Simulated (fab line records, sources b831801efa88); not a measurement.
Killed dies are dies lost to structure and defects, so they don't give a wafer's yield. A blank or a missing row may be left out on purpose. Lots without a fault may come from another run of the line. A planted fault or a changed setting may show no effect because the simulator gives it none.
One fault seen from 2 desks | flow sky130 | each desk has only its own numbers; what lay behind them comes last

THE TOOL OWNER'S DESK: rie_si-01
The tool's own readings at SKY_POLY_GATE_ETCH_17 (etches poly-Si in HBr/Cl2, stops on SiO2, target depth 180 nm, time 70.5 s): means of the sampled wafers that have a number, for each lot that ran on this tool. A lot is out of limits, marked OUT, if its mean lies more than 4 standard deviations from the usual mean; the brackets give that distance.
Columns: A = bias_w at SKY_POLY_GATE_ETCH_17, usual 99.98 W; B = drypump_motor_current_A at SKY_POLY_GATE_ETCH_17, usual 5.8 A; C = oes_product_au at SKY_POLY_GATE_ETCH_17, usual 0.986 a.u.; D = run_length_s at SKY_POLY_GATE_ETCH_17, usual 98.7 s; E = throttle_valve_pct at SKY_POLY_GATE_ETCH_17, usual 33.684 %
lot  | first seen here | A      | B   | C                | D               | E
L999 | day 18 07:35    | 100.30 | 5.9 | 0.976            | 98.5            | 33.681
L100 | day 18 22:36    | 99.99  | 6.0 | 0.987            | 98.6            | 33.673
L105 | day 20 17:30    | 99.90  | 6.1 | 0.990            | 98.4            | 33.686
L106 | day 21 05:14    | 100.13 | 6.1 | 0.987            | 98.4            | 33.683
L109 | day 21 16:12    | 99.88  | 6.1 | 0.934 (-7.4) OUT | 106.0 (+20) OUT | 33.683
L111 | day 22 06:44    | 99.84  | 6.1 | 0.863 (-18) OUT  | 113.6 (+41) OUT | 33.689
L113 | day 22 21:29    | 100.14 | 5.9 | 0.923 (-9.0) OUT | 106.2 (+21) OUT | 33.678
This desk's finding: out of limits on L109, L111, L113; first on L109, day 21 16:12 (oes_product_au at SKY_POLY_GATE_ETCH_17). In limits: L999, L100, L105, L106.

THE METROLOGY DESK
What the gauges read, lot by lot, whatever tool the lot ran on: means of the sampled wafers that have a number. A lot is out of limits, marked OUT, if its mean lies more than 4 standard deviations from the usual mean; the brackets give that distance.
Columns: A = NWELL_OXIDATION_THK at SKY_NWELL_THK_MEAS_02, usual 10.18 nm; B = SONOS_ONO_OVL at SKY_SONOS_ONO_OVL_MEAS_14, usual -0.5 nm
lot  | first seen here | A     | B
L996 | day 2 16:13     | 10.30 | -0.3
L999 | day 3 12:02     | 10.17 | -0.4
L100 | day 3 17:47     | 10.38 | -1.9
L104 | day 4 21:30     | 10.18 | -2.8
L105 | day 5 00:25     | 10.36 | -0.9
L106 | day 5 05:25     | 10.03 | 0.0
L109 | day 5 12:23     | 10.27 | -0.6
L111 | day 6 02:04     | 10.36 | -0.2
L113 | day 6 10:07     | 10.35 | 0.1
L114 | day 6 19:32     | 9.94  | 1.0
L116 | day 7 04:44     | 10.46 | -1.6
L118 | day 7 13:33     | 10.06 | 0.2
This desk's finding: nothing out of limits on any of the 12 lots.

PUT TOGETHER
The tool owner's desk could have raised an alarm at day 21 16:12, on L109, L111, L113.
The metrology desk saw nothing out of limits.
The metrology desk has L109, L111, L113 on record, within its limits.
Of the lots named, all ran SKY_POLY_GATE_ETCH_17 on rie_si-01.

WHAT THE SIMULATOR HAD PUT IN
Process parameter drift: rie_si-01, from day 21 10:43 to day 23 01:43, at SKY_POLY_GATE_ETCH_17. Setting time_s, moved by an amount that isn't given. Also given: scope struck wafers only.
Lots struck among those shown: L109, L111, L113.
Hours from the fault's start to each desk's first reading out of limits: the tool owner's desk, 5.
